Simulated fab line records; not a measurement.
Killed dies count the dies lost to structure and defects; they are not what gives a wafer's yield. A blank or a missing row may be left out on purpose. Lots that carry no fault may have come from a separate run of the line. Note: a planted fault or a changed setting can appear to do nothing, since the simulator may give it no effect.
What tool caused it? + flow gf180mcu + Sampling: 24 lots, 72 wafers, 5 of 602 route steps

## WHAT THE GAUGES READ, wafer by wafer
GF_M4_THK_MEAS_06: measures by xrf. Usual: M4_ALCU_THK gives 458 nm (standard deviation 5.6).
| lot  | measured     | on            | M4_ALCU_THK (nm) | flag |
|------|--------------|---------------|------------------|------|
| L074 | day 22 09:50 | film_metro-01 | 452 457 456      |      |
| L075 | day 22 12:24 | film_metro-01 | 457 450 464      |      |
| L076 | day 23 08:31 | film_metro-01 | 456 460 449      |      |
| L077 | day 23 11:24 | film_metro-04 | 457 459 457      |      |
| L078 | day 24 01:43 | film_metro-03 | 456 451 458      |      |
| L079 | day 24 03:32 | film_metro-01 | 458 460 459      |      |
| L080 | day 24 15:29 | film_metro-04 | 453 454 459      |      |
| L081 | day 25 04:07 | film_metro-04 | 464 457 460      |      |
| L082 | day 25 08:16 | film_metro-03 | 459 459 453      |      |
| L083 | day 25 11:26 | film_metro-04 | 456 458 459      |      |
| L084 | day 26 04:26 | film_metro-04 | 461 463 455      |      |
| L085 | day 26 08:40 | film_metro-01 | 452 452 447      |      |
| L086 | day 26 21:12 | film_metro-03 | 470 468 470      |      |
| L087 | day 27 01:56 | film_metro-01 | 463 460 455      |      |
| L088 | day 27 12:02 | film_metro-01 | 454 455 454      |      |
| L089 | day 27 21:58 | film_metro-01 | 462 459 462      |      |
| L090 | day 28 02:31 | film_metro-04 | 453 456 453      |      |
| L091 | day 28 05:34 | film_metro-03 | 461 467 461      |      |
| L092 | day 28 18:00 | film_metro-04 | 457 467 456      |      |
| L093 | day 28 21:01 | film_metro-04 | 453 457 462      |      |
| L094 | day 29 01:34 | film_metro-04 | 458 467 472      |      |
| L095 | day 29 05:34 | film_metro-04 | 468 462 460      |      |
| L096 | day 29 14:25 | film_metro-04 | 465 460 454      |      |
| L097 | day 29 21:33 | film_metro-01 | 448 453 449      |      |

GF_V4_BOW_MEAS_05. Usual: V4_BOW gives 138 um (standard deviation 9.3).
| lot  | measured     | on            | V4_BOW (um) | flag |
|------|--------------|---------------|-------------|------|
| L074 | day 23 10:05 | film_metro-03 | 131 143 135 |      |
| L075 | day 23 12:27 | film_metro-03 | 141 142 157 |      |
| L076 | day 24 08:45 | film_metro-02 | 135 135 122 |      |
| L077 | day 24 10:58 | film_metro-02 | 159 155 144 |      |
| L078 | day 25 00:39 | film_metro-02 | 129 145 140 |      |
| L079 | day 25 02:47 | film_metro-03 | 152 140 141 |      |
| L080 | day 25 14:37 | film_metro-01 | 138 138 126 |      |
| L081 | day 26 02:56 | film_metro-01 | 141 159 147 |      |
| L082 | day 26 06:37 | film_metro-01 | 150 141 145 |      |
| L083 | day 26 10:04 | film_metro-03 | 140 145 139 |      |
| L084 | day 27 02:29 | film_metro-01 | 134 133 126 |      |
| L085 | day 27 07:08 | film_metro-01 | 129 135 130 |      |
| L086 | day 27 18:22 | film_metro-01 | 151 146 140 |      |
| L087 | day 27 23:31 | film_metro-02 | 143 134 154 |      |
| L088 | day 28 09:02 | film_metro-03 | 123 130 134 |      |
| L089 | day 28 18:01 | film_metro-02 | 136 141 147 |      |
| L090 | day 28 23:45 | film_metro-01 | 139 151 134 |      |
| L091 | day 29 02:23 | film_metro-01 | 135 144 139 |      |
| L092 | day 29 13:58 | film_metro-02 | 139 131 138 |      |
| L093 | day 29 17:22 | film_metro-03 | 138 119 125 |      |
| L094 | day 29 22:04 | film_metro-03 | 137 150 125 |      |
| L095 | day 30 02:08 | film_metro-03 | 128 142 135 |      |
| L096 | day 30 11:05 | film_metro-03 | 132 128 128 |      |
| L097 | day 30 18:18 | film_metro-02 | 135 138 139 |      |

GF_V5_THK_MEAS_01. Usual: V5_CVD_00_THK gives 290 nm (standard deviation 3.2).
| lot  | measured     | on            | V5_CVD_00_THK (nm) | flag |
|------|--------------|---------------|--------------------|------|
| L074 | day 26 07:01 | film_metro-04 | 288 289 289        |      |
| L075 | day 26 09:01 | film_metro-04 | 288 293 295        |      |
| L076 | day 27 04:00 | film_metro-04 | 293 290 293        |      |
| L077 | day 27 06:42 | film_metro-02 | 288 289 288        |      |
| L078 | day 27 16:52 | film_metro-04 | 291 289 291        |      |
| L079 | day 27 19:28 | film_metro-04 | 288 293 291        |      |
| L080 | day 28 06:48 | film_metro-02 | 291 293 291        |      |
| L081 | day 28 19:26 | film_metro-02 | 288 288 292        |      |
| L082 | day 28 21:40 | film_metro-03 | 288 291 293        |      |
| L083 | day 29 01:05 | film_metro-03 | 287 294 290        |      |
| L084 | day 29 17:26 | film_metro-04 | 285 287 288        |      |
| L085 | day 29 20:52 | film_metro-03 | 292 287 292        |      |
| L086 | day 30 05:44 | film_metro-04 | 292 290 294        |      |
| L087 | day 30 11:38 | film_metro-03 | 289 294 295        |      |
| L088 | day 30 20:47 | film_metro-03 | 291 292 292        |      |
| L089 | day 31 04:06 | film_metro-02 | 293 294 294        |      |
| L090 | day 31 09:32 | film_metro-04 | 289 291 287        |      |
| L091 | day 31 12:38 | film_metro-04 | 295 294 294        |      |
| L092 | day 31 22:49 | film_metro-04 | 292 288 292        |      |
| L093 | day 32 01:32 | film_metro-02 | 288 292 295        |      |
| L094 | day 32 07:07 | film_metro-04 | 284 292 294        |      |
| L095 | day 32 10:28 | film_metro-04 | 290 285 284        |      |
| L096 | day 32 17:20 | film_metro-02 | 287 286 293        |      |
| L097 | day 33 00:31 | film_metro-02 | 286 292 286        |      |

GF_V5_OVL_MEAS_15. Usual: V5_OVL gives -2 nm (standard deviation 5.4).
| lot  | measured     | on         | V5_OVL (nm) | flag |
|------|--------------|------------|-------------|------|
| L074 | day 27 04:23 | overlay-02 | -5 -9 2     |      |
| L075 | day 27 06:47 | overlay-01 | 1 -4 -11    |      |
| L076 | day 28 00:23 | overlay-01 | -5 -7 -3    |      |
| L077 | day 28 03:39 | overlay-01 | -7 1 -3     |      |
| L078 | day 28 13:14 | overlay-01 | 1 1 2       |      |
| L079 | day 28 15:53 | overlay-02 | 0 -3 -3     |      |
| L080 | day 29 03:05 | overlay-01 | -6 -1 4     |      |
| L081 | day 29 14:40 | overlay-02 | -1 -4 -7    |      |
| L082 | day 29 17:38 | overlay-01 | -2 2 -5     |      |
| L083 | day 29 20:58 | overlay-01 | -1 6 2      |      |
| L084 | day 30 12:51 | overlay-02 | -15 -12 -11 |      |
| L085 | day 30 16:10 | overlay-01 | 0 6 7       |      |
| L086 | day 30 23:50 | overlay-02 | 2 2 6       |      |
| L087 | day 31 06:05 | overlay-01 | 1 1 5       |      |
| L088 | day 31 14:47 | overlay-02 | -7 -7 -9    |      |
| L089 | day 31 22:25 | overlay-01 | -7 -1 -1    |      |
| L090 | day 32 03:05 | overlay-02 | 1 2 5       |      |
| L091 | day 32 06:41 | overlay-02 | -5 -2 -1    |      |
| L092 | day 32 16:08 | overlay-01 | 4 6 -1      |      |
| L093 | day 32 18:29 | overlay-02 | -9 -15 -4   |      |
| L094 | day 33 00:19 | overlay-02 | 0 -4 -2     |      |
| L095 | day 33 03:05 | overlay-02 | -11 -13 -11 |      |
| L096 | day 33 10:10 | overlay-02 | -6 -3 -4    |      |
| L097 | day 33 16:43 | overlay-01 | 6 8 6       |      |

GF_V5_THK_MEAS_25: measures by xrf. Usual: V5_W_THK gives 353 nm (standard deviation 4.6).
| lot  | measured     | on            | V5_W_THK (nm) | flag |
|------|--------------|---------------|---------------|------|
| L074 | day 27 05:29 | film_metro-04 | 357 357 357   |      |
| L075 | day 27 07:50 | film_metro-02 | 356 358 358   |      |
| L076 | day 28 01:28 | film_metro-03 | 347 346 341   |      |
| L077 | day 28 04:43 | film_metro-04 | 360 359 359   |      |
| L078 | day 28 14:17 | film_metro-04 | 353 356 358   |      |
| L079 | day 28 16:56 | film_metro-03 | 348 347 348   |      |
| L080 | day 29 04:08 | film_metro-03 | 356 355 358   |      |
| L081 | day 29 15:44 | film_metro-04 | 360 357 356   |      |
| L082 | day 29 18:43 | film_metro-02 | 348 347 349   |      |
| L083 | day 29 22:02 | film_metro-04 | 356 360 363   |      |
| L084 | day 30 14:02 | film_metro-03 | 350 352 354   |      |
| L085 | day 30 17:34 | film_metro-03 | 348 348 347   |      |
| L086 | day 31 00:53 | film_metro-04 | 352 353 357   |      |
| L087 | day 31 07:09 | film_metro-02 | 350 356 351   |      |
| L088 | day 31 15:50 | film_metro-04 | 352 350 355   |      |
| L089 | day 31 23:28 | film_metro-03 | 355 353 357   |      |
| L090 | day 32 04:10 | film_metro-02 | 347 350 352   |      |
| L091 | day 32 07:44 | film_metro-03 | 351 349 352   |      |
| L092 | day 32 17:11 | film_metro-04 | 357 356 358   |      |
| L093 | day 32 19:32 | film_metro-04 | 357 355 352   |      |
| L094 | day 33 01:22 | film_metro-04 | 355 351 352   |      |
| L095 | day 33 04:08 | film_metro-03 | 349 354 351   |      |
| L096 | day 33 11:15 | film_metro-03 | 351 358 354   |      |
| L097 | day 33 17:50 | film_metro-02 | 353 358 347   |      |

## WHICH TOOL RAN EACH LOT (tool, then ch and the chambers of the sampled wafers, then the start)
Before these readings, the record contains no process step.

## WHAT THE TOOLS THEMSELVES READ (means of the sampled wafers that have a number; where no wafer has one, the mark that the record gives instead)
The record holds no such reading with a usual standard deviation.

## THE ANSWER, worked out from the rows above alone
Rule: take the mean of a lot's wafers that have a number; if it is more than 3 standard deviations from the usual mean, the lot is off. A lot without any number at a reading at which 4 lots or more have one is off too. All remaining lots with rows at the step are treated as sound. After the gauges, taken in route order, come the tools' own readings; for these a lot's mean is taken, as printed above. The first step at which some lot is off is used, and at that step the reading that is off furthest; a lot without a number counts as furthest.
No lot is off at any reading shown: from this, nothing can be told.

## WHAT WAS PUT IN BY THE SIMULATOR
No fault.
